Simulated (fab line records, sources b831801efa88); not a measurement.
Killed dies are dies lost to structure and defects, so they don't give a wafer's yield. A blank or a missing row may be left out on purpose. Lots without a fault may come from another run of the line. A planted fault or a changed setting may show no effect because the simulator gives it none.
A struck lot beside a sound one | flow sky130 | 15 steps out of a route of 708
Sound: wafers L834.1, L834.2, L834.4. Struck: wafers L839.2, L839.3, L839.5. The cause comes at the end.
At each step with rows: each side's tool, then ch and its chambers, then its first start. Under that, the readings that differ: sound wafers | struck wafers | difference of the means | sigmas: that difference in standard deviations of wafers without a fault.
alike: readings whose means differ by less than 2 such deviations, and words and numbers that are the same on both sides. not compared: withheld readings, readings that some wafer has no value for, bounds like >300 that may hide the same value, and numbers for which the record gives no deviation and whose values overlap.
The two part at a step that has a row with sigmas, a row that says differs or no value, or rows on one side only. Numbers that don't overlap but have no deviation are shown without sigmas and don't part them. A reading that every wafer of one side lacks parts them only if that side has two wafers or more.

first, 7 steps without rows for these wafers: SKY_PASSIVATION_DEHYDRATE_04 (time 60 s); SKY_PASSIVATION_HMDS_05 (prime time 60 s); SKY_PASSIVATION_COAT_06 (resist thk 3000 nm); SKY_PASSIVATION_SOFTBAKE_07; SKY_PASSIVATION_EXPOSE_08 (exposes mask NSM, target cd 3000 nm); SKY_PASSIVATION_PEB_09; SKY_PASSIVATION_DEVELOP_10 (develop time 60 s).
SKY_PASSIVATION_ETCH_11: etches the open film in CF4/O2, stops on AlCu, target depth 725 nm, time 161.1 s.
  sound on rie_diel-04 ch 0,2,3, day 47 13:08; struck on rie_diel-04 ch 0,3, day 48 15:02
  alike: drypump_motor_current_A, oes_product_au, throttle_valve_pct
  not compared: rf_hours_counter_h
SKY_PASSIVATION_STRIP_12: strips in O2/N2.
  sound on plasma_asher-03 ch 0,1, day 47 13:14; struck on plasma_asher-02 ch 0,1, day 48 15:08
  alike: drypump_motor_current_A, oes_product_au, strip_time_to_endpoint_s
  not compared: rf_hours_counter_h
then, 3 steps without rows for these wafers: SKY_PAD_OPEN_DEHYDRATE_00 (time 60 s); SKY_PAD_OPEN_HMDS_01 (prime time 60 s); SKY_PAD_OPEN_COAT_02 (resist thk 3000 nm).
SKY_PAD_OPEN_SOFTBAKE_03:
  sound on litho_track-04 ch 0, day 47 22:56; struck on litho_track-04 ch 0, day 49 00:22
  reading                  | sound                | struck               | difference | sigmas
  exhaust_pa (Pa)          | 42.2 44.0 43.4       | 45.9 45.2 45.9       | +2.5       | +3
  heater_power_total_W (W) | 65.14 65.15 65.38    | 64.30 64.37 64.00    | -1.00      | -7
  plate_temp_C (C)         | 109.96 110.01 109.83 | 108.60 108.76 108.73 | -1.24      | -10
  alike: resist_line_temp_C
then, 1 step without rows for these wafers: SKY_PAD_OPEN_EXPOSE_04 (exposes mask PDM, target cd 60000 nm).
SKY_PAD_OPEN_PROBE_99:
  sound on prober-01, day 48 10:39; struck on prober-01, day 49 12:41
  alike: defect_limited_yield, killed_at_M0_to_M3, killed_at_M4_up, killed_at_contacts, killed_at_front_end, killed_at_other, killed_dies, killed_open, killed_short, sort_bin_3_pad_short, sort_bin_5_function, sort_bin_6_memory, sort_n_pass, sort_yield_pct

WHERE THEY PART
Only at SKY_PAD_OPEN_SOFTBAKE_03, within this record. Later steps at which nothing parts them and some readings are alike: SKY_PAD_OPEN_PROBE_99.

WHY: what the simulator had put in
Process parameter drift: litho_track-04, from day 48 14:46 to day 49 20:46, at SKY_PAD_OPEN_SOFTBAKE_03. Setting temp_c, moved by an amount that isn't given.
